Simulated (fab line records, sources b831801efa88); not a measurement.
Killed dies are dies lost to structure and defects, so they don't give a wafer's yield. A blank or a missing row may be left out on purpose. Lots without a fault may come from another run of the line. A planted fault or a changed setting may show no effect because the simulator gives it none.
A struck lot beside a sound one | flow sky130 | 17 steps out of a route of 708
Sound: wafers L684.2, L684.4, L684.5. Struck: wafers L682.2, L682.4, L682.5. The cause comes at the end.
At each step with rows: each side's tool, then ch and its chambers, then its first start. Under that, the readings that differ: sound wafers | struck wafers | difference of the means | sigmas: that difference in standard deviations of wafers without a fault.
alike: readings whose means differ by less than 2 such deviations, and words and numbers that are the same on both sides. not compared: withheld readings, readings that some wafer has no value for, bounds like >300 that may hide the same value, and numbers for which the record gives no deviation and whose values overlap.
The two part at a step that has a row with sigmas, a row that says differs or no value, or rows on one side only. Numbers that don't overlap but have no deviation are shown without sigmas and don't part them. A reading that every wafer of one side lacks parts them only if that side has two wafers or more.

SKY_VT_ADJUST_HVTP_OVL_MEAS_08:
  sound on overlay-01, day 9 17:25; struck on overlay-02, day 9 02:18
  reading                 | sound       | struck         | difference | sigmas
  VT_ADJUST_HVTP_OVL (nm) | 2.3 1.4 1.0 | -3.7 -4.1 -2.6 | -5.0       | -4
then, 1 step without rows for these wafers: SKY_VT_ADJUST_HVTP_IMPLANT_09.
SKY_VT_ADJUST_HVTP_STRIP_10: strips in O2/N2.
  sound on plasma_asher-04 ch 0,1, day 9 17:35; struck on plasma_asher-02 ch 0,1, day 9 02:29
  alike: drypump_motor_current_A, oes_product_au, strip_time_to_endpoint_s
  not compared: rf_hours_counter_h
SKY_VT_ADJUST_HVTP_TW_MEAS_11:
  sound on film_metro-04, day 9 17:42; struck on film_metro-01, day 9 02:35
  reading           | sound          | struck         | difference | sigmas
  VT_ADJUST_HVTP_TW | 1358 1366 1357 | 1323 1321 1322 | -38        | -2
then, 7 steps without rows for these wafers: SKY_VT_ADJUST_LVTN_DEHYDRATE_00 (time 60 s); SKY_VT_ADJUST_LVTN_HMDS_01 (prime time 60 s); SKY_VT_ADJUST_LVTN_COAT_02 (resist thk 3000 nm); SKY_VT_ADJUST_LVTN_SOFTBAKE_03; SKY_VT_ADJUST_LVTN_EXPOSE_04 (exposes mask NWM COMPLEMENT LESS NATIVE, target cd 840 nm); SKY_VT_ADJUST_LVTN_PEB_05; SKY_VT_ADJUST_LVTN_DEVELOP_06 (develop time 60 s).
SKY_VT_ADJUST_LVTN_OVL_MEAS_07:
  sound on overlay-01, day 10 15:25; struck on overlay-02, day 10 00:04
  alike: VT_ADJUST_LVTN_OVL
SKY_VT_ADJUST_LVTN_IMPLANT_08:
  sound on implanter-01 ch 0, day 10 15:28; struck on implanter-03 ch 0, day 10 00:26
SKY_VT_ADJUST_LVTN_STRIP_09: strips in O2/N2.
  sound on plasma_asher-01 ch 0,1, day 10 15:35; struck on plasma_asher-02 ch 0,1, day 10 00:33
  alike: drypump_motor_current_A, oes_product_au, strip_time_to_endpoint_s
  not compared: rf_hours_counter_h
SKY_VT_ADJUST_LVTN_TW_MEAS_10:
  sound on film_metro-03, day 10 15:42; struck on film_metro-01, day 10 00:40
  reading           | sound       | struck      | difference | sigmas
  VT_ADJUST_LVTN_TW | 246 246 245 | 289 288 288 | +43        | +10
then, 1 step without rows for these wafers: SKY_VT_ADJUST_LVTN_DEHYDRATE_11 (time 60 s).
-- the record jumps here: 39 days lie between the struck wafers' starts before and after (it left off in module VT_ADJUST_LVTN and takes up again in module PAD_OPEN, whose first step shown is number 708 of the route) --
SKY_PAD_OPEN_PROBE_99:
  sound on prober-02, day 49 03:41; struck on prober-02, day 48 14:43
  reading                                   | sound                | struck               | difference | sigmas
  model.etest.nfet_01v8_lvt.drive_ua_um     | 579.6 593.4 589.9    | 541.4 536.8 545.7    | -46.3      |
  model.etest.nfet_01v8_turned.drive_ua_um  | 509.4 522.3 517.6    | 478.7 479.8 484.6    | -35.4      |
  model.etest.nfet_01v8.drive_ua_um         | 510.3 519.5 515.4    | 479.3 479.9 486.2    | -33.3      |
  model.etest.nfet_01v8_swapped.drive_ua_um | 507.6 522.6 518.1    | 477.7 480.2 491      | -33.1      |
  model.etest.nfet_01v8_lvt.vt_sat_v (V)    | 0.5419 0.5189 0.5329 | 0.5846 0.5857 0.5764 | +0.0510    |
  model.etest.nfet_01v8_lvt.vt_v (V)        | 0.6108 0.6028 0.6109 | 0.6455 0.6466 0.6399 | +0.0358    |
  model.etest.nfet_01v8.vt_sat_v (V)        | 0.6418 0.6354 0.6449 | 0.6783 0.6743 0.675  | +0.0352    |
  model.etest.nfet_01v8_turned.vt_sat_v (V) | 0.6445 0.6375 0.6436 | 0.6799 0.6774 0.6765 | +0.0361    |
  alike: killed_at_M0_to_M3, killed_at_M4_up, killed_at_contacts, killed_at_front_end, killed_at_other, killed_dies, killed_open, killed_short

WHERE THEY PART
First at SKY_VT_ADJUST_HVTP_OVL_MEAS_08; last, within this record, at SKY_VT_ADJUST_LVTN_TW_MEAS_10. Later steps at which nothing parts them and some readings are alike: SKY_PAD_OPEN_PROBE_99.

WHY: what the simulator had put in
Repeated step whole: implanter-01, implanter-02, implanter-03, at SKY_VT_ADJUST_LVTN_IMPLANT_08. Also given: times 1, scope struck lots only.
